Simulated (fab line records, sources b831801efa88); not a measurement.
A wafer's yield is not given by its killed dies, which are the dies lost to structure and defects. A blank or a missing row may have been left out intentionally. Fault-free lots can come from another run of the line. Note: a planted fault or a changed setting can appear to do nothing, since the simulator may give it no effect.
Which tool was responsible? :: flow gf180mcu :: 11 lots with 33 wafers sampled at 4 steps, on a route of 602 steps

WHAT THE GAUGES READ, wafer by wafer
GF_V2_RS_MEAS_24: the measuring method here is four-point-probe.
lot: L778
measured: day 20 22:38
on: film metro-02
V2_W_RS (ohm/sq): 0.330 0.329 0.332

lot: L779
measured: day 21 10:43
on: film metro-03
V2_W_RS (ohm/sq): 0.331 0.338 0.331

lot: L783
measured: day 22 07:44
on: film metro-03
V2_W_RS (ohm/sq): 0.333 0.332 0.334

lot: L784
measured: day 23 02:02
on: film metro-03
V2_W_RS (ohm/sq): 0.330 0.334 0.336

lot: L785
measured: day 23 12:07
on: film metro-02
V2_W_RS (ohm/sq): 0.197 0.197 0.197

lot: L789
measured: day 24 19:59
on: film metro-03
V2_W_RS (ohm/sq): 0.195 0.199 0.197

lot: L795
measured: day 26 16:11
on: film metro-02
V2_W_RS (ohm/sq): 0.326 0.329 0.330

lot: L797
measured: day 27 02:28
on: film metro-01
V2_W_RS (ohm/sq): 0.331 0.326 0.331

lot: L798
measured: day 27 09:34
on: film metro-02
V2_W_RS (ohm/sq): 0.327 0.329 0.323

lot: L799
measured: day 27 18:56
on: film metro-02
V2_W_RS (ohm/sq): 0.330 0.330 0.328

lot: L800
measured: day 27 21:46
on: film metro-02
V2_W_RS (ohm/sq): 0.333 0.328 0.333

WHAT TOOL EACH LOT RAN ON (gives the tool, then ch and the chambers of the sampled wafers, and finally the start)
lot: L778
GF_V2_ETCH_17: rie diel-03 ch 0,1,2, day 20 22:29 or earlier
GF_V2_SPUTTER_22: pvd sputter-02, day 20 22:29
GF_V2_CVD_23: cvd w-02 ch 0,1, day 20 22:31

lot: L779
GF_V2_ETCH_17: rie diel-03 ch 0,1,3, day 21 10:33 or earlier
GF_V2_SPUTTER_22: pvd sputter-01, day 21 10:33
GF_V2_CVD_23: cvd w-01 ch 0,1, day 21 10:35

lot: L783
GF_V2_ETCH_17: rie diel-04 ch 1,3, day 22 07:34 or earlier
GF_V2_SPUTTER_22: pvd sputter-01, day 22 07:34
GF_V2_CVD_23: cvd w-01 ch 0,1, day 22 07:37

lot: L784
GF_V2_ETCH_17: rie diel-04 ch 1,2, day 23 01:53 or earlier
GF_V2_SPUTTER_22: pvd sputter-01, day 23 01:53
GF_V2_CVD_23: cvd w-01 ch 0,1, day 23 01:56

lot: L785
GF_V2_ETCH_17: rie diel-02 ch 2,3, day 23 11:58 or earlier
GF_V2_SPUTTER_22: pvd sputter-03, day 23 11:58
GF_V2_CVD_23: cvd w-01 ch 0,1, day 23 12:01

lot: L789
GF_V2_ETCH_17: rie diel-04 ch 2,3, day 24 19:50 or earlier
GF_V2_SPUTTER_22: pvd sputter-03, day 24 19:50
GF_V2_CVD_23: cvd w-01 ch 0,1, day 24 19:53

lot: L795
GF_V2_ETCH_17: rie diel-04 ch 0,1,2, day 26 16:02 or earlier
GF_V2_SPUTTER_22: pvd sputter-03, day 26 16:02
GF_V2_CVD_23: cvd w-02 ch 0, day 26 16:04

lot: L797
GF_V2_ETCH_17: rie diel-03 ch 1,2,3, day 27 02:19 or earlier
GF_V2_SPUTTER_22: pvd sputter-01, day 27 02:19
GF_V2_CVD_23: cvd w-01 ch 0,1, day 27 02:22

lot: L798
GF_V2_ETCH_17: rie diel-04 ch 1,2,3, day 27 09:24 or earlier
GF_V2_SPUTTER_22: pvd sputter-01, day 27 09:24
GF_V2_CVD_23: cvd w-02 ch 0,1, day 27 09:26

lot: L799
GF_V2_ETCH_17: rie diel-04 ch 0,2,3, day 27 18:46 or earlier
GF_V2_SPUTTER_22: pvd sputter-03, day 27 18:46
GF_V2_CVD_23: cvd w-01 ch 0,1, day 27 18:49

lot: L800
GF_V2_ETCH_17: rie diel-04 ch 0,3, day 27 21:35 or earlier
GF_V2_SPUTTER_22: pvd sputter-03, day 27 21:35
GF_V2_CVD_23: cvd w-02 ch 0,1, day 27 21:40
- GF_V2_ETCH_17: etches SiO2 in C4F8/O2/Ar, stops on TiN, target depth 630 nm.
- GF_V2_SPUTTER_22: material TiN, target thk 10 nm, time 40 s.
- GF_V2_CVD_23: deposits W, target thk 350 nm, time 104.94 s.

THE ANSWER, worked out from the rows above alone
Rule: what is usual is taken from the lots themselves. The widest of any qualifying gaps counts: lots, ordered by their means at a reading, are off when they make up no more than a third of the lots, leave a main group of 4 or more, and stand apart from it by 3 or more times the standard deviation of that group's means. A main group is skipped when, at the precision printed for the reading in the tables above, its means are all equal. A lot without any number at a reading at which 4 lots or more have one is off too. All remaining lots with rows at the step are treated as sound.
Off: L785, L789, seen at GF_V2_RS_MEAS_24 (V2_W_RS). The main group: mean 0.331 ohm/sq, standard deviation 0.0023.
A tool fits if, at a process step before that reading, it ran every lot that is off, and no sound lot after the first of them. Those tools and the gauges at GF_V2_RS_MEAS_24 are tried in the same way. GF_V2_ETCH_17: start missing for some lots; hours and lot order therefore follow GF_V2_SPUTTER_22. Not one of the candidates tried fits.

WHAT THE SIMULATOR HAD INSERTED
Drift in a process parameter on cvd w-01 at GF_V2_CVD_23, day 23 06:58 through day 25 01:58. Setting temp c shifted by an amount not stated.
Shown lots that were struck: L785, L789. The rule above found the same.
